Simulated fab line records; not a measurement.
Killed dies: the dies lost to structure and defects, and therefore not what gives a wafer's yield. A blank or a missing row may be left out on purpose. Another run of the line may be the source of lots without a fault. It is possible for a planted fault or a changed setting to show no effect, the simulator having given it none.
A single fault, viewed from 2 desks || flow sky130 || each desk holds nothing but its own numbers, with what lay behind them at the end

== DESK OF THE TOOL OWNER: hdpcvd-01 ==
The tool's own readings at SKY_VIA3_HDPCVD_00 (deposits SiO2, target thk 1635 nm, time 272.5 s): means of the sampled wafers that have a number, for each lot that ran on this tool. Any lot whose mean is over 4 standard deviations away from the usual mean is out of limits and marked OUT; that distance is given in the brackets.
Columns: A = run_length_s at SKY_VIA3_HDPCVD_00, usual 300.3 s
{"lot": "L235", "first seen here": "day 38 09:12", "A": 300.3}
{"lot": "L236", "first seen here": "day 38 19:18", "A": 300.3}
{"lot": "L238", "first seen here": "day 40 01:05", "A": "245.4 (-99 or more) OUT"}
{"lot": "L249", "first seen here": "day 42 21:04", "A": 300.4}
{"lot": "L250", "first seen here": "day 42 23:49", "A": 300.2}
{"lot": "L254", "first seen here": "day 44 08:24", "A": 300.2}
{"lot": "L255", "first seen here": "day 44 14:08", "A": 300.2}
{"lot": "L256", "first seen here": "day 44 15:25", "A": 300.3}
{"lot": "L257", "first seen here": "day 44 18:53", "A": 300.1}
{"lot": "L258", "first seen here": "day 45 06:25", "A": 300.5}
This desk finds L238 out of limits, L238 being first, at day 40 01:05 (run_length_s at SKY_VIA3_HDPCVD_00). Within limits: L235, L236, L249, L250, L254, L255, L256, L257, L258.

== METROLOGY DESK ==
Lot by lot, what the gauges showed, no matter which tool ran the lot: averages of those sampled wafers that carry a number. Any lot whose mean is over 4 standard deviations away from the usual mean is out of limits and marked OUT; that distance is given in the brackets.
Columns: A = CAPM_CVD_00_THK at SKY_CAPM_THK_MEAS_01, usual 15.50 nm; B = METAL3_OVL at SKY_METAL3_OVL_MEAS_14, usual -1 nm; C = VIA3_HDPCVD_THK at SKY_VIA3_THK_MEAS_01, usual 1632 nm; D = cd_nm at SKY_VIA3_CD_MEAS_12, usual 200.2 nm
{"lot": "L235", "first seen here": "day 36 04:39", "A": 15.46, "B": 8, "C": 1628, "D": 199.5}
{"lot": "L236", "first seen here": "day 36 14:15", "A": 15.46, "B": -5, "C": 1642, "D": 199.2}
{"lot": "L238", "first seen here": "day 37 21:20", "A": 15.68, "B": 2, "C": "1315 (-21) OUT", "D": 200.3}
{"lot": "L247", "first seen here": "day 40 06:28", "A": 15.87, "B": -6, "C": 1619, "D": 200.3}
{"lot": "L249", "first seen here": "day 40 19:46", "A": 15.61, "B": 3, "C": 1619, "D": 199.6}
{"lot": "L250", "first seen here": "day 40 22:05", "A": 15.61, "B": -2, "C": 1630, "D": 201.1}
{"lot": "L251", "first seen here": "day 41 03:12", "A": 15.22, "B": -3, "C": 1612, "D": 203.4}
{"lot": "L253", "first seen here": "day 42 03:04", "A": 15.41, "B": -4, "C": 1616, "D": 199.3}
{"lot": "L254", "first seen here": "day 42 08:25", "A": 15.29, "B": 5, "C": 1631, "D": 198.8}
{"lot": "L255", "first seen here": "day 42 13:56", "A": 15.38, "B": -4, "C": 1644, "D": 200.4}
{"lot": "L256", "first seen here": "day 42 15:16", "A": 15.55, "B": -4, "C": 1636, "D": 200.0}
{"lot": "L257", "first seen here": "day 42 19:55", "A": 15.38, "B": 0, "C": 1645, "D": 201.3}
{"lot": "L258", "first seen here": "day 43 07:30", "A": 15.25, "B": -8, "C": 1648, "D": 199.2}
Per this desk, out of limits: L238; the first was L238, day 40 01:16 (VIA3_HDPCVD_THK at SKY_VIA3_THK_MEAS_01). Within limits: L235, L236, L247, L249, L250, L251, L253, L254, L255, L256, L257, L258.

== BROUGHT TOGETHER ==
At day 40 01:05, on L238, the tool owner's desk was in a position to raise an alarm.
L238 would have let the metrology desk raise an alarm at day 40 01:16.
On hdpcvd-01, each named lot ran SKY_VIA3_HDPCVD_00.

== WHAT THE SIMULATOR PUT IN ==
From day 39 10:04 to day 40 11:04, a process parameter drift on hdpcvd-01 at SKY_VIA3_HDPCVD_00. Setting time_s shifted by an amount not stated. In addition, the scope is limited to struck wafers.
Struck lots among those shown: L238.
Time in hours from fault onset to the first out-of-limits reading at each desk: tool owner's desk 15, metrology desk 15.
